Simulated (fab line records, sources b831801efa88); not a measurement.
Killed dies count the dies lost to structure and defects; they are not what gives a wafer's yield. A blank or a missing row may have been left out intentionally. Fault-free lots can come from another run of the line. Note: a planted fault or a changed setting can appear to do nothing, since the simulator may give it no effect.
Which tool is to blame? | flow gf180mcu | 12 lots, 36 wafers sampled, at 2 steps of a route of 602

WHAT THE GAUGES SHOWED, per wafer
GF_MIM_RS_MEAS_10: uses a four-point probe to measure.
lot  | measured     | on            | MIM_ALCU_RS (ohm/sq)
L075 | day 25 04:58 | film-metro-02 | 0.1610 0.1617 0.1613
L077 | day 25 13:26 | film-metro-04 | 0.1585 0.1566 0.1574
L079 | day 26 07:51 | film-metro-01 | 0.1583 0.1595 0.1592
L081 | day 27 03:01 | film-metro-02 | 0.1640 0.1631 0.1617
L083 | day 27 10:28 | film-metro-02 | 0.1604 0.1588 0.1605
L085 | day 28 04:01 | film-metro-02 | 0.1587 0.1596 0.1597
L087 | day 28 16:53 | film-metro-04 | 0.1594 0.1609 0.1604
L089 | day 29 12:42 | film-metro-02 | 0.1614 0.1592 0.1602
L091 | day 30 00:22 | film-metro-02 | 0.1597 0.1594 0.1618
L093 | day 30 14:54 | film-metro-02 | 0.1609 0.1589 0.1593
L095 | day 30 22:10 | film-metro-02 | 0.1598 0.1594 0.1602
L097 | day 31 16:55 | film-metro-04 | 0.1559 0.1569 0.1565

WHICH TOOL RAN EACH LOT (tool, then ch and the chambers of the sampled wafers, then the start)
lot  | GF_V4_SPUTTER_21
L075 | pvd-sputter-03, day 25 03:46
L077 | pvd-sputter-03, day 25 12:19
L079 | pvd-sputter-01, day 26 06:43
L081 | pvd-sputter-03, day 27 01:53
L083 | pvd-sputter-03, day 27 09:17
L085 | pvd-sputter-01, day 28 02:55
L087 | pvd-sputter-04, day 28 15:45
L089 | pvd-sputter-04, day 29 11:34
L091 | pvd-sputter-01, day 29 23:13
L093 | pvd-sputter-04, day 30 13:43
L095 | pvd-sputter-03, day 30 21:02
L097 | pvd-sputter-03, day 31 15:47
- GF_V4_SPUTTER_21: material Ti, target thk 15 nm, time 80.02 s.

THE ANSWER, worked out from the rows above alone
Rule: usual is defined by the lots themselves. The widest of any qualifying gaps counts: lots, ordered by their means at a reading, are off when they make up no more than a third of the lots, leave a main group of 4 or more, and stand apart from it by 3 or more times the standard deviation of that group's means. A main group is skipped when, at the precision printed for the reading in the tables above, its means are all equal. A lot without any number at a reading at which 4 lots or more have one is off too. All remaining lots with rows at the step are treated as sound.
Nothing can be told from this: no lot is off at any reading shown.

WHAT WAS PUT IN BY THE SIMULATOR
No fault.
